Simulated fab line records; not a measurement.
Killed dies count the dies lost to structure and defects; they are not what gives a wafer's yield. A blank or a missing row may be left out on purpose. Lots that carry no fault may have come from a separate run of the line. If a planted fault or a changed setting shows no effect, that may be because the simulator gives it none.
fab line records | flow gf180mcu
[record] lots = 13 | wafers = 39 | last-day = 34
route steps=602 shown HV_LDD@234 V4@500 V5@542 PASSIVATION@598
lots that met no fault: taken from a fault-free run of the same line
start-h: the number of hours between the record's first day and the start of the first shown wafer of the lot | wait-h: how many hours have passed since the lot's step before this one | " same as the row above | L1.1+2: a row that stands for several wafers | - no value, or no start given | * or withheld: withheld | < > ~ a bound
route shown NAME@n: names a module that has steps shown in the file, with the first one's number in the route | usual: mean/standard deviation taken from wafers without a fault | same: alike in all rows | chamber/n: place in a boat | sites: per-site readings | _std_site: standard deviation of those values | _edge_site: mean of outer sites minus mean of inner sites | radius-mm: how far each site lies from the wafer's centre | mask NAME#n: copy n | behind: the most recent tool/chamber to have shaped the wafer | hold: reason for holding the lot/hours on hold/outcome of the hold | device: which transistor (n, p or np) failed to switch | end of line: at the end of the route, the tests of the same wafers | step lacking rows: just its recipe | killed: count of dies lost to structure and defects at first sort (not the wafer's yield) | map: a wafer's dies, x killed, . not, _ none there
set.NAME: setting as actually run; set.NAME@STEP: the setting as run at that earlier step | model.NAME: the simulator's own value behind a step, which no gauge read
steps of the route over a sample of lots; a table a step, a row a wafer
services: the hour from which a tool's chamber was out of use, counted from the record's first day as start-h (under 0 if before that day), plus the number of hours and why
[[steps]]
[step GF_HV_LDD_ETCHBACK_58]
[recipe] chemistry = CH3F/O2 | target = Si3N4 | stop-on = SiO2 | source-w = 400 | bias-w = 80 | pressure-mtorr = 25 | ch3f-flow-sccm = 40 | O2_flow_sccm = 30 | time-s = 100 | target-depth-a = 900
[usual] drypump-motor-current-A = 5.7/0.36 | oes-product-au = 0.844/0.0072 | rf-fwd-power-W = 397.6/1.4 | throttle-valve-pct = 10.561/0.0093
lot.wafer | tool        | chamber | start-h | wait-h | drypump-motor-current-A | oes-product-au | rf-fwd-power-W | rf-hours-counter-h | throttle-valve-pct
L959.1    | rie-diel-03 | 2       | 277.23  | 0.1    | 5.6                     | 0.841          | 399.4          | 15                 | 10.580
L959.2    | "           | 1       | "       | "      | 5.0                     | 0.851          | 399.5          | 7                  | 10.551
L959.3    | "           | 0       | "       | "      | 5.8                     | 0.851          | 395.9          | 110                | 10.566
L960.1    | rie-diel-02 | 0       | 281.69  | 0.1    | 6.0                     | 0.853          | 394.9          | 94                 | 10.562
L960.2    | "           | 3       | "       | "      | 5.7                     | 0.852          | 398.2          | 6                  | 10.567
L960.4    | "           | 1       | "       | "      | 6.0                     | 0.842          | 397.9          | 117                | 10.562
L961.2    | rie-diel-02 | 1       | 291.04  | 0.0    | 6.0                     | 0.846          | 398.2          | 117                | 10.558
L961.5    | "           | 2       | "       | "      | 5.4                     | 0.846          | 398.1          | -                  | 10.554
L961.6    | "           | 1       | "       | "      | 6.1                     | 0.845          | 398.0          | -                  | 10.551
L963.2    | rie-diel-01 | 0       | 307.09  | 0.0    | 5.6                     | 0.836          | 397.9          | 128                | 10.571
L963.5    | "           | 0       | "       | "      | 5.6                     | 0.838          | 396.4          | -                  | 10.565
L963.6    | "           | 1       | "       | "      | 5.0                     | 0.844          | 397.5          | -                  | 10.563
L964.1    | rie-diel-03 | 3       | 316.18  | 0.1    | 6.2                     | 0.848          | 396.7          | 2                  | 10.562
L964.3    | "           | 0       | "       | "      | 5.8                     | 0.855          | 397.2          | 111                | 10.563
L964.6    | "           | 2       | "       | "      | 5.6                     | 0.851          | 400.1          | -                  | 10.592
L965.2    | rie-diel-03 | 2       | 324.05  | 0.0    | 5.6                     | 0.837          | 398.8          | 16                 | 10.556
L965.3    | "           | 1       | "       | "      | 5.0                     | 0.843          | 397.6          | 8                  | 10.570
L965.4    | "           | 3       | "       | "      | 6.2                     | 0.834          | 395.8          | 2                  | 10.549
L968.3    | rie-diel-03 | 0       | 348.38  | 0.0    | 5.8                     | 0.852          | 398.2          | 111                | 10.555
L968.5    | "           | 1       | "       | "      | 5.0                     | 0.838          | 462.5          | -                  | 10.549
L968.6    | "           | 2       | "       | "      | 5.6                     | 0.842          | 398.8          | -                  | 10.555
L976.3    | rie-diel-01 | 3       | 413.80  | 0.0    | 5.7                     | 0.838          | 397.4          | 46                 | 10.538
L976.4    | "           | 2       | "       | "      | 6.0                     | 0.843          | 398.4          | 66                 | 10.554
L976.5    | "           | 0       | "       | "      | 5.6                     | 0.844          | 395.7          | -                  | 10.565
L977.2    | rie-diel-02 | 1       | 421.83  | 0.0    | 6.1                     | 0.849          | 398.2          | 0                  | 10.566
L977.3    | "           | 3       | "       | "      | 5.7                     | 0.839          | 397.3          | 10                 | 10.558
L977.6    | "           | 0       | "       | "      | 6.0                     | 0.836          | 396.7          | -                  | 10.555
L979.2    | rie-diel-01 | 1       | 439.98  | 0.0    | 5.0                     | 0.844          | 399.1          | 79                 | 10.558
L979.3    | "           | 3       | "       | "      | 5.7                     | 0.829          | 398.6          | 47                 | 10.577
L979.4    | "           | 2       | "       | "      | 6.0                     | 0.831          | 400.0          | 67                 | 10.544
L980.1    | rie-diel-01 | 0       | 441.69  | 0.1    | 5.6                     | 0.838          | 395.8          | 3                  | 10.539
L980.2    | "           | 1       | "       | "      | 5.0                     | 0.837          | 397.0          | 79                 | 10.562
L980.3    | "           | 2       | "       | "      | 6.0                     | 0.836          | 400.7          | 67                 | 10.550
L981.1    | rie-diel-02 | 0       | 450.49  | 0.1    | 6.0                     | 0.834          | 397.3          | 100                | 10.549
L981.4    | "           | 1       | "       | "      | 6.1                     | 0.837          | 396.7          | 1                  | 10.558
L981.6    | "           | 2       | "       | "      | 5.5                     | 0.833          | 399.0          | -                  | 10.578
L982.2    | rie-diel-02 | 1       | 462.45  | 0.0    | 6.0                     | 0.849          | 397.6          | 1                  | 10.560
L982.4    | "           | 2       | "       | "      | 5.5                     | 0.849          | 397.1          | 30                 | 10.566
L982.5    | "           | 2       | "       | "      | 5.5                     | 0.857          | 398.4          | -                  | 10.570
[step GF_V4_RS_MEAS_24]
[recipe] thk-meas-gauge = four-point-probe | reads = W_of_V4_CVD_23+TiN_of_V4_SPUTTER_22+Ti_of_V4_SPUTTER_21
[usual] V4_W_RS = 0.329/0.0036
lot.wafer | tool          | chamber | start-h | wait-h | V4_W_RS[ohm/sq]
L959.1    | film-metro-04 | -       | 561.33  | 0.1    | 0.323
L959.2    | "             | -       | "       | "      | 0.327
L959.3    | "             | -       | "       | "      | 0.330
L960.1    | film-metro-04 | -       | 567.89  | 0.1    | 0.332
L960.2    | "             | -       | "       | "      | 0.321
L960.4    | "             | -       | "       | "      | 0.336
L961.2    | film-metro-04 | -       | 578.55  | 0.1    | 0.331
L961.5    | "             | -       | "       | "      | 0.330
L961.6    | "             | -       | "       | "      | 0.322
L963.2    | film-metro-03 | -       | 596.36  | 0.1    | 0.327
L963.5    | "             | -       | "       | "      | 0.334
L963.6    | "             | -       | "       | "      | 0.327
L964.1    | film-metro-04 | -       | 606.67  | 0.1    | 0.333
L964.3    | "             | -       | "       | "      | 0.328
L964.6    | "             | -       | "       | "      | 0.332
L965.2    | film-metro-04 | -       | 612.47  | 0.1    | 0.330
L965.3    | "             | -       | "       | "      | 0.329
L965.4    | "             | -       | "       | "      | 0.323
L968.3    | film-metro-01 | -       | 636.19  | 0.1    | 0.321
L968.5    | "             | -       | "       | "      | 0.324
L968.6    | "             | -       | "       | "      | 0.323
L976.3    | film-metro-03 | -       | 693.74  | 0.1    | 0.324
L976.4    | "             | -       | "       | "      | 0.330
L976.5    | "             | -       | "       | "      | 0.325
L977.2    | film-metro-04 | -       | 703.00  | 0.1    | 0.325
L977.3    | "             | -       | "       | "      | 0.323
L977.6    | "             | -       | "       | "      | 0.328
L979.2    | film-metro-03 | -       | 713.86  | 0.1    | 0.328
L979.3    | "             | -       | "       | "      | 0.334
L979.4    | "             | -       | "       | "      | 0.331
L980.1    | film-metro-04 | -       | 714.59  | 0.1    | 0.330
L980.2    | "             | -       | "       | "      | 0.332
L980.3    | "             | -       | "       | "      | 0.330
L981.1    | film-metro-04 | -       | 719.30  | 0.1    | 0.333
L981.4    | "             | -       | "       | "      | 0.331
L981.6    | "             | -       | "       | "      | 0.331
L982.2    | film-metro-03 | -       | 729.42  | 0.1    | 0.330
L982.4    | "             | -       | "       | "      | 0.329
L982.5    | "             | -       | "       | "      | 0.327
[step GF_V5_CVD_02]
[recipe] material = SiO2 | target-thk-nm = 1450 | precursor = TEOS | temp-c = 400 | time-s = 163.28 | rf-w = 600
[usual] heater-power-w = 689/82
lot.wafer | tool     | chamber | start-h | wait-h | heater-power-w
L959.1    | pecvd-04 | 0       | 607.60  | 0.1    | 615
L959.2    | "        | 1       | "       | "      | 807
L959.3    | "        | 2       | "       | "      | 698
L960.1    | pecvd-04 | 0       | 613.04  | 0.1    | 650
L960.2    | "        | 2       | "       | "      | 767
L960.4    | "        | 1       | "       | "      | 666
L961.2    | pecvd-04 | 1       | 623.19  | 0.0    | 815
L961.5    | "        | 1       | "       | "      | 663
L961.6    | "        | 2       | "       | "      | 625
L963.2    | pecvd-02 | 2       | 639.65  | 0.0    | 827
L963.5    | "        | 1       | "       | "      | 608
L963.6    | "        | 2       | "       | "      | 775
L964.1    | pecvd-01 | 2       | 649.30  | 0.1    | 648
L964.3    | "        | 0       | "       | "      | 816
L964.6    | "        | 1       | "       | "      | 615
L965.2    | pecvd-02 | 1       | 655.13  | 0.0    | 653
L965.3    | "        | 0       | "       | "      | 642
L965.4    | "        | 1       | "       | "      | 549
L968.3    | pecvd-02 | 0       | 677.10  | 0.0    | 714
L968.5    | "        | 0       | "       | "      | 769
L968.6    | "        | 1       | "       | "      | 556
L976.3    | pecvd-04 | 2       | 732.16  | 0.0    | 755
L976.4    | "        | 2       | "       | "      | 626
L976.5    | "        | 1       | "       | "      | 666
L977.2    | pecvd-01 | 2       | 741.49  | 0.0    | 686
L977.3    | "        | 1       | "       | "      | 717
L977.6    | "        | 1       | "       | "      | 620
L979.2    | pecvd-01 | 0       | 749.56  | 0.0    | 838
L979.3    | "        | 1       | "       | "      | 748
L979.4    | "        | 1       | "       | "      | 604
L980.1    | pecvd-02 | 2       | 750.03  | 0.1    | 835
L980.2    | "        | 0       | "       | "      | 754
L980.3    | "        | 1       | "       | "      | 700
L981.1    | pecvd-04 | 0       | 755.74  | 0.1    | 691
L981.4    | "        | 0       | "       | "      | 537
L981.6    | "        | 0       | "       | "      | 634
L982.2    | pecvd-01 | 1       | 764.84  | 0.0    | 690
L982.4    | "        | 0       | "       | "      | 788
L982.5    | "        | 2       | "       | "      | 588
[step GF_PASSIVATION_ETCH_11]
[recipe] chemistry = CF4/O2 | target-depth-nm = 2040 | stop-on = TiN | source-w = 800 | bias-w = 150 | pressure-mtorr = 150 | cf4-flow-sccm = 80 | O2_flow_sccm = 10 | time-s = 453.3
[usual] drypump-motor-current-A = 5.8/0.39 | oes-product-au = 0.990/0.006 | throttle-valve-pct = 5.969/0.0082
lot.wafer | tool        | chamber | start-h | wait-h | drypump-motor-current-A | oes-product-au | rf-hours-counter-h | throttle-valve-pct
L959.1    | rie-diel-04 | 1       | 669.56  | -      | 5.4                     | 0.982          | 20                 | 5.975
L959.2    | "           | 0       | "       | "      | 5.3                     | 0.992          | 18                 | 5.983
L959.3    | "           | 2       | "       | "      | 6.5                     | 0.996          | 7                  | 5.968
L960.1    | rie-diel-03 | 3       | 677.40  | -      | 6.2                     | 0.993          | 13                 | 5.970
L960.2    | "           | 1       | "       | "      | 5.0                     | 0.981          | 19                 | 5.979
L960.4    | "           | 2       | "       | "      | 5.6                     | 0.999          | 25                 | 5.972
L961.2    | rie-diel-02 | 3       | 686.27  | -      | 5.7                     | 0.983          | 20                 | 5.970
L961.5    | "           | 2       | "       | "      | 5.4                     | 0.993          | -                  | 5.965
L961.6    | "           | 3       | "       | "      | 5.7                     | 0.980          | -                  | 5.959
L963.2    | rie-diel-04 | 3       | 699.31  | -      | 5.8                     | 0.983          | 30                 | 5.967
L963.5    | "           | 3       | "       | "      | 5.8                     | 0.985          | -                  | 5.968
L963.6    | "           | 2       | "       | "      | 6.6                     | 0.993          | -                  | 5.961
L964.1    | rie-diel-03 | 0       | 708.97  | -      | 5.8                     | 0.980          | 11                 | 5.968
L964.3    | "           | 2       | "       | "      | 5.6                     | 0.996          | 27                 | 5.954
L964.6    | "           | 1       | "       | "      | 5.0                     | 0.981          | -                  | 5.977
L965.2    | rie-diel-04 | 0       | 715.22  | -      | 5.3                     | 0.990          | 20                 | 5.960
L965.3    | "           | 2       | "       | "      | 6.6                     | 1.001          | 9                  | 5.975
L965.4    | "           | 3       | "       | "      | 5.7                     | 0.988          | 30                 | 5.990
L968.3    | rie-diel-04 | 0       | 735.41  | -      | 5.3                     | 0.988          | 21                 | 5.978
L968.5    | "           | 3       | "       | "      | 5.7                     | 0.988          | -                  | 5.975
L968.6    | "           | 0       | "       | "      | 5.3                     | 0.982          | -                  | 5.963
L976.3    | rie-diel-02 | 0       | 784.47  | -      | 6.0                     | 0.997          | 11                 | 5.972
L976.4    | "           | 2       | "       | "      | 5.5                     | 1.001          | -                  | 5.977
L976.5    | "           | 1       | "       | "      | 6.0                     | 0.998          | -                  | 5.977
L977.2    | rie-diel-02 | 2       | 793.25  | -      | 5.4                     | 0.995          | 43                 | 5.962
L977.3    | "           | 1       | "       | "      | 6.0                     | 0.987          | 14                 | 5.960
L977.6    | "           | 0       | "       | "      | 6.0                     | 0.998          | -                  | 5.981
L979.2    | rie-diel-02 | 3       | 800.20  | -      | 5.7                     | 0.994          | 25                 | 5.957
L979.3    | "           | 2       | "       | "      | 5.4                     | 0.997          | 43                 | 5.967
L979.4    | "           | 0       | "       | "      | 6.0                     | 0.996          | 12                 | 5.980
L980.1    | rie-diel-04 | 0       | 800.85  | -      | 5.3                     | 0.989          | 24                 | 5.959
L980.2    | "           | 1       | "       | "      | 5.4                     | 0.993          | 25                 | 5.972
L980.3    | "           | 3       | "       | "      | 5.8                     | 0.993          | 35                 | 5.969
L981.1    | rie-diel-02 | 1       | 805.35  | -      | 6.1                     | 0.991          | 15                 | 5.955
L981.4    | "           | 2       | "       | "      | 5.5                     | 0.993          | 44                 | 5.957
L981.6    | "           | 0       | "       | "      | 6.0                     | 1.001          | -                  | 5.963
L982.2    | rie-diel-02 | 0       | 813.27  | -      | 6.0                     | 0.996          | 13                 | 5.979
L982.4    | "           | 2       | "       | "      | 5.5                     | 0.996          | 44                 | 5.963
L982.5    | "           | 0       | "       | "      | 6.0                     | 0.995          | -                  | 5.977
[[services]]
tool        | chamber | start-h | hours | kind
rie-diel-03 | 1       | 295.90  | 4.9   | repair
rie-diel-02 | 2       | 370.55  | 16.1  | repair
rie-diel-03 | 2       | 400.48  | 5.9   | repair
pecvd-04    | -       | 405.88  | 1.9   | repair
rie-diel-02 | 2       | 419.37  | 6.0   | repair
pecvd-04    | 1       | 428.41  | 6.0   | repair
rie-diel-04 | 3       | 431.60  | 3.5   | repair
rie-diel-03 | 2       | 448.49  | 16.6  | repair
rie-diel-02 | 1       | 451.44  | 7.8   | repair
rie-diel-03 | 1       | 458.55  | 11.0  | repair
rie-diel-03 | 2       | 471.14  | 2.2   | repair
rie-diel-02 | -       | 495.57  | 0.7   | repair
rie-diel-02 | 0       | 510.35  | 1.2   | repair
rie-diel-02 | 2       | 528.95  | 28.4  | repair
rie-diel-02 | 2       | 557.65  | 5.4   | repair
rie-diel-03 | 3       | 642.56  | 3.9   | repair
rie-diel-02 | 0       | 654.67  | 14.8  | repair
rie-diel-02 | 3       | 742.79  | 7.5   | repair
rie-diel-03 | -       | 763.10  | 14.6  | pm
rie-diel-02 | -       | 765.57  | 2.8   | pm
rie-diel-02 | 3       | 781.49  | 7.6   | repair
rie-diel-03 | -       | 784.05  | 0.5   | repair
rie-diel-03 | -       | 792.39  | 1.9   | repair
rie-diel-03 | 3       | 792.99  | 2.8   | repair
[[key]]
[first-sign] step = GF_HV_LDD_ETCHBACK_58 | reading = rf-fwd-power-W | direction = up | sigmas = 48 | usual = 397.6 | struck = 462.5
effect none on later readings
met-at GF_HV_LDD_ETCHBACK_58
struck-lots L968
struck-wafers L968.5
tester-left-out L968
not-acting-at GF_V4_RS_MEAS_24,GF_V5_CVD_02,GF_PASSIVATION_ETCH_11
onset-between 324.05 348.38
[fault] kind = process-parameter-drift | tool = rie-diel-03 | chamber = 1 | onset-h = 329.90 | steps = GF_HV_LDD_ETCHBACK_58 | channel = source-w | offset = 64 | shape = step | end-h = 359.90 | acts-in = these-recipes-only | stated = 400
// tester-left-out: of these lots the tester's yield and bins aren't shown, on N5 and GAA mostly nor the transistor test; their killed dies are dies lost to structure and defects alone, not to doping, threshold or leakage, so they don't give the yield
